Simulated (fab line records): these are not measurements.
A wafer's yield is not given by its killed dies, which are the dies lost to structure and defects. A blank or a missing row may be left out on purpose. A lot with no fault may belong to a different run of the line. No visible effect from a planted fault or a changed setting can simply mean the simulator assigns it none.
The tool behind it: which one? + flow gf180mcu + 21 wafers from 7 lots sampled at 2 of the route's 602 steps

== WHAT EACH GAUGE READ, for each wafer ==
GF_V2_THK_MEAS_03.
| lot  | measured     | on           | V2_CVD_02_THK (nm) |
|------|--------------|--------------|--------------------|
| L262 | day 19 12:07 | filmMetro-04 | 852 852 871        |
| L264 | day 20 09:14 | filmMetro-02 | 850 868 861        |
| L269 | day 22 03:55 | filmMetro-03 | 843 846 850        |
| L274 | day 23 21:16 | filmMetro-04 | 850 859 859        |
| L276 | day 24 14:47 | filmMetro-02 | 842 855 866        |
| L282 | day 26 15:13 | filmMetro-02 | 852 835 865        |
| L284 | day 27 02:33 | filmMetro-03 | 845 856 882        |

== TOOL THAT RAN EACH LOT (tool first, then ch and the chambers of the sampled wafers, then the start) ==
| lot  | GF_CONTACT_ETCH_16                |
|------|-----------------------------------|
| L262 | rieDiel-01 ch 0,1,3, day 16 09:16 |
| L264 | rieDiel-01 ch 0,1, day 17 03:34   |
| L269 | rieDiel-02 ch 0,1,3, day 18 22:13 |
| L274 | rieDiel-02 ch 0,2,3, day 20 18:04 |
| L276 | rieDiel-04 ch 0,1,3, day 21 12:10 |
| L282 | rieDiel-04 ch 0,2,3, day 23 16:58 |
| L284 | rieDiel-01 ch 0,3, day 24 04:31   |
- GF_CONTACT_ETCH_16: etches BARC in N2/H2.

== THE ANSWER, worked out from the rows above alone ==
Rule: the lots themselves supply what counts as usual. Put in order of their means at a reading, lots are off if they are a third of the lots or fewer, leave a main group of 4 or more, and stand apart from it by a gap of 3 or more times the standard deviation of the main group's means; of several such gaps the widest counts. A main group is skipped when, at the precision printed for the reading in the tables above, its means are all equal. Also off: a lot with no number at a reading for which 4 or more lots have one. The other lots that the step has rows for count as sound.
No lot is off at any reading shown: from this, nothing can be told.

== WHAT HAD BEEN PUT IN BY THE SIMULATOR ==
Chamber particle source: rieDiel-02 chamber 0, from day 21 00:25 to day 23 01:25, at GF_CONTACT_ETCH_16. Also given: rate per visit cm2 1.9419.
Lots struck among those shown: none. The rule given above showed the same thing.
